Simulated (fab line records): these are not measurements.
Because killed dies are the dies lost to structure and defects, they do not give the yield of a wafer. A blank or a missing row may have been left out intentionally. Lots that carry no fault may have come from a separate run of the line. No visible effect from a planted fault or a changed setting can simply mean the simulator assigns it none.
Comparing a struck lot with a sound one || flow gf180mcu || 16 out of 602 route steps
Sound: these wafers, L319.2, L319.5, L319.6. Struck: wafers L327.2, L327.4, L327.5. Last of all comes the cause.
At each step with rows: each side's tool, then ch and its chambers, then its first start. Under that, the readings that differ: sound wafers || struck wafers || difference of the means || sigmas: that difference in standard deviations of wafers without a fault.
alike: a reading whose means differ by less than 2 such deviations, as well as words and numbers matching on both sides. not compared: withheld readings; readings where some wafer has no value; bounds like >300 that might hide an equal value; numbers whose values overlap and for which the record gives no deviation.
The two part at a step that has a row with sigmas, a row that says differs or no value, or rows on one side only. Numbers that have no deviation but don't overlap get no sigmas and don't part them. Lack of a reading on every wafer of one side parts them only where that side has two or more wafers.

GF_M2_SPUTTER_04: material TiN, target thk 50 nm, time 41.7 s.
  struck on pvd-sputter-01, day 23 16:08; sound on pvd-sputter-04, day 20 19:35
  alike: throttle-valve-pct
GF_M2_RS_MEAS_05: measures by four-point-probe.
  struck on film-metro-02, day 23 16:11; sound on film-metro-03, day 20 19:38
  alike: M2_ALCU_RS
GF_M2_THK_MEAS_06: measures by xrf.
  struck on film-metro-02, day 23 16:18; sound on film-metro-03, day 20 19:45
  alike: M2_ALCU_THK
then, 7 steps without rows for these wafers: GF_M2_DEHYDRATE_07 (time 60 s); GF_M2_HMDS_08 (prime time 60 s); GF_M2_COAT_09 (resist thk 1000 nm); GF_M2_SOFTBAKE_10 (time 60 s); GF_M2_EXPOSE_11 (exposes mask Metal2, target cd 280 nm); GF_M2_PEB_12 (peb time 90 s); GF_M2_DEVELOP_13 (develop time 60 s).
GF_M2_CD_MEAS_14 targets a cd of 280 nm.
  struck on cd-sem-01, day 24 14:31; sound on cd-sem-02, day 21 19:37
  alike: cd-nm
GF_M2_OVL_MEAS_15:
  struck on overlay-02, day 24 14:37; sound on overlay-01, day 21 19:43
  alike: M2_OVL
GF_M2_METAL_ETCH_16: etches the open film in Cl2/BCl3, stops on SiO2, target depth 750.8 nm, time 125.1 s.
  sound on rie-metal-04 ch 0,1, day 21 19:45; struck on rie-metal-02 ch 0,1, day 24 14:39
{"reading": "oes-product-au (a.u.)", "sound": "0.994 0.998 0.989", "struck": "0.917 0.919 0.925", "difference": -0.073, "sigmas": -13}
{"reading": "rf-fwd-power-W (W)", "sound": "797.7 788.6 797.5", "struck": "659.1 670.9 660.2", "difference": -131.2, "sigmas": -45}
{"reading": "throttle-valve-pct (%)", "sound": "28.233 28.224 28.227", "struck": "28.307 28.314 28.306", "difference": "+0.081", "sigmas": "+8"}
{"reading": "model.KrF_of_M2_COAT_09.thk-nm (nm)", "sound": "681.8 684.7 681.8", "struck": "722.3 721.7 720.4", "difference": "+38.7", "sigmas": ""}
  alike: drypump-motor-current-A
  not compared: rf-hours-counter-h
GF_M2_STRIP_17: strips in O2/N2.
  sound on plasma-asher-03 ch 0,1, day 21 19:53; struck on plasma-asher-02 ch 0,1, day 24 14:47
{"reading": "oes-product-au (a.u.)", "sound": "0.535 0.539 0.534", "struck": "0.554 0.549 0.548", "difference": "+0.014", "sigmas": "+3"}
{"reading": "strip-time-to-endpoint-s (s)", "sound": "7.36 7.37 7.37", "struck": "7.76 7.75 7.72", "difference": "+0.38", "sigmas": "+9"}
  alike: drypump-motor-current-A, heater-power-w
  not compared: rf-hours-counter-h
then, 1 step without rows for these wafers: GF_M2_STRIP_18 (strips in post etch residue remover, time 1200 s).
GF_PASSIVATION_PROBE_99:
  sound wafers here have rows in the record (prober-01, day 31 01:53); struck ones have none

== WHERE THEY PART ==
First at GF_M2_METAL_ETCH_16; last, within this record, at GF_PASSIVATION_PROBE_99.

WHY: the cause the simulator had injected
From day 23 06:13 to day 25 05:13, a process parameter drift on rie-metal-02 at GF_M2_METAL_ETCH_16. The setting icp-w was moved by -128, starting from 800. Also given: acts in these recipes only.
